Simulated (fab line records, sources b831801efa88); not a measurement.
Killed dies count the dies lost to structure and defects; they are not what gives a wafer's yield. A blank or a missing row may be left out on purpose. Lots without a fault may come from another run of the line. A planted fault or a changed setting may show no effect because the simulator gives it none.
A struck lot beside a sound one + flow sky130 + 15 steps out of a route of 708
Sound: the wafers L290.1, L290.3, L290.5. Wafers L294.2, L294.4, L294.6 were the ones struck. The cause is given at the end.
Per side, at each step with rows, come the tool, then ch with its chambers, and then its first start. Under that, the readings that differ: sound wafers + struck wafers + difference of the means + sigmas: that difference in standard deviations of wafers without a fault.
alike: same words and numbers on both sides, and readings whose means sit less than 2 such deviations apart. not compared: any withheld reading, any reading some wafer has no value for, any bound like >300 that may hide the same value, and any number with overlapping values for which the record gives no deviation.
The two part at a step that has a row with sigmas, a row that says differs or no value, or rows on one side only. When numbers do not overlap yet have no deviation, they are printed without sigmas and do not part them. A reading that every wafer of one side lacks parts them only if that side has two wafers or more.

SKY_POLY_GATE_CD_MEAS_22:
  struck on cd_sem-01, day 18 06:04; sound on cd_sem-02, day 16 13:41
  alike: cd_nm
then, 7 steps without rows for these wafers: SKY_LDD_N_DEHYDRATE_00 (time 60 s); SKY_LDD_N_HMDS_01 (prime time 60 s); SKY_LDD_N_COAT_02 (resist thk 300 nm); SKY_LDD_N_SOFTBAKE_03 (time 60 s); SKY_LDD_N_EXPOSE_04 (exposes mask NTM, target cd 840 nm); SKY_LDD_N_PEB_05; SKY_LDD_N_DEVELOP_06 (develop time 60 s).
SKY_LDD_N_OVL_MEAS_07:
  struck on overlay-02, day 19 13:01; sound on overlay-02, day 17 18:37
  alike: LDD_N_OVL
then, 3 steps without rows for these wafers: SKY_LDD_N_IMPLANT_08; SKY_LDD_N_IMPLANT_09; SKY_LDD_N_IMPLANT_10.
SKY_LDD_N_IMPLANT_11:
  sound on implanter-01 ch 0, day 17 19:07; struck on implanter-03 ch 0, day 19 13:31
| reading            | sound                        | struck                        | difference | sigmas |
|--------------------|------------------------------|-------------------------------|------------|--------|
| dose_ions_cm2      | 7.49e+13 7.493e+13 7.478e+13 | 6.847e+13 6.853e+13 6.848e+13 | -6.377e+12 | -72    |
| faraday_current_uA | 422 419 413                  | 387 375 399                   | -31        | -4     |
  alike: beam_on_s
following that, these wafers have no rows for 1 step: SKY_LDD_N_IMPLANT_12.
-- the record jumps here: 27 days lie between the struck wafers' starts before and after (it left off in module LDD_N and takes up again in module PAD_OPEN, whose first step shown is number 708 of the route) --
SKY_PAD_OPEN_PROBE_99:
  struck on prober-02, day 46 22:55; sound on prober-02, day 45 18:28
| reading                     | sound           | struck            | difference | sigmas |
|-----------------------------|-----------------|-------------------|------------|--------|
| model.etest.tip_n.rs_ohm_sq | 437.6 438.7 437 | 445.2 444.1 447.3 | +7.8       |        |
  alike: killed_at_M0_to_M3, killed_at_M4_up, killed_at_contacts, killed_at_front_end, killed_at_other, killed_dies, killed_open, killed_short

## WHERE THEY PART
Only at SKY_LDD_N_IMPLANT_11, as far as this record shows. Later steps at which nothing parts them and some readings are alike: SKY_PAD_OPEN_PROBE_99.

WHY: the cause the simulator had injected
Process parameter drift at SKY_LDD_N_IMPLANT_11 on implanter-03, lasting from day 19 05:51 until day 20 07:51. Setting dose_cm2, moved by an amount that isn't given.
